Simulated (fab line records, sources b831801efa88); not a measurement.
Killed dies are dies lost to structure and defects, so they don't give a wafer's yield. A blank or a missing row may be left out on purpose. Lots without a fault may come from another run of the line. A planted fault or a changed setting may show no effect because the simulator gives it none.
Which tool did it? | flow gf180mcu | 13 lots, 39 wafers sampled, at 1 step of a route of 602

WHAT THE GAUGES READ, wafer by wafer
GF_V5_THK_MEAS_03. Usual: V5_CVD_02_THK 1457 nm, standard deviation 23.
lot  | measured     | on            | V5_CVD_02_THK (nm) | flag
L384 | day 26 07:52 | film_metro-02 | 1464 1496 1457     |
L385 | day 26 15:35 | film_metro-01 | 1412 1443 1437     |
L386 | day 26 22:32 | film_metro-02 | 1450 1475 1488     |
L387 | day 27 12:18 | film_metro-02 | 1423 1453 1450     |
L389 | day 28 01:40 | film_metro-04 | 1438 1455 1478     |
L390 | day 28 06:11 | film_metro-01 | 1435 1451 1477     |
L393 | day 29 08:35 | film_metro-01 | 1433 1453 1456     |
L396 | day 30 20:45 | film_metro-04 | 1425 1437 1450     |
L398 | day 31 02:56 | film_metro-02 | 1431 1438 1453     |
L399 | day 31 08:03 | film_metro-02 | 1465 1481 1462     |
L400 | day 31 13:46 | film_metro-02 | 1456 1477 1481     |
L404 | day 32 08:07 | film_metro-04 | 1445 1454 1478     |
L406 | day 32 22:23 | film_metro-04 | 1433 1477 1439     |

WHICH TOOL RAN EACH LOT (tool, then ch and the chambers of the sampled wafers, then the start)
The record holds no process step before these readings.

WHAT THE TOOLS THEMSELVES READ (means of the sampled wafers that have a number; where no wafer has one, the mark that the record gives instead)
The record holds no such reading with a usual standard deviation.

THE ANSWER, worked out from the rows above alone
Rule: a lot is off if the mean of its wafers that have a number lies more than 3 standard deviations from the usual mean. A lot without any number at a reading at which 4 lots or more have one is off too. The other lots that the step has rows for count as sound. The gauges are gone through in route order, then the tools' own readings, and for those a lot's mean is taken as printed above. The first step at which some lot is off is used, and at that step the reading that is off furthest; a lot without a number counts as furthest.
No lot is off at any reading shown: from this, nothing can be told.

WHAT THE SIMULATOR HAD PUT IN
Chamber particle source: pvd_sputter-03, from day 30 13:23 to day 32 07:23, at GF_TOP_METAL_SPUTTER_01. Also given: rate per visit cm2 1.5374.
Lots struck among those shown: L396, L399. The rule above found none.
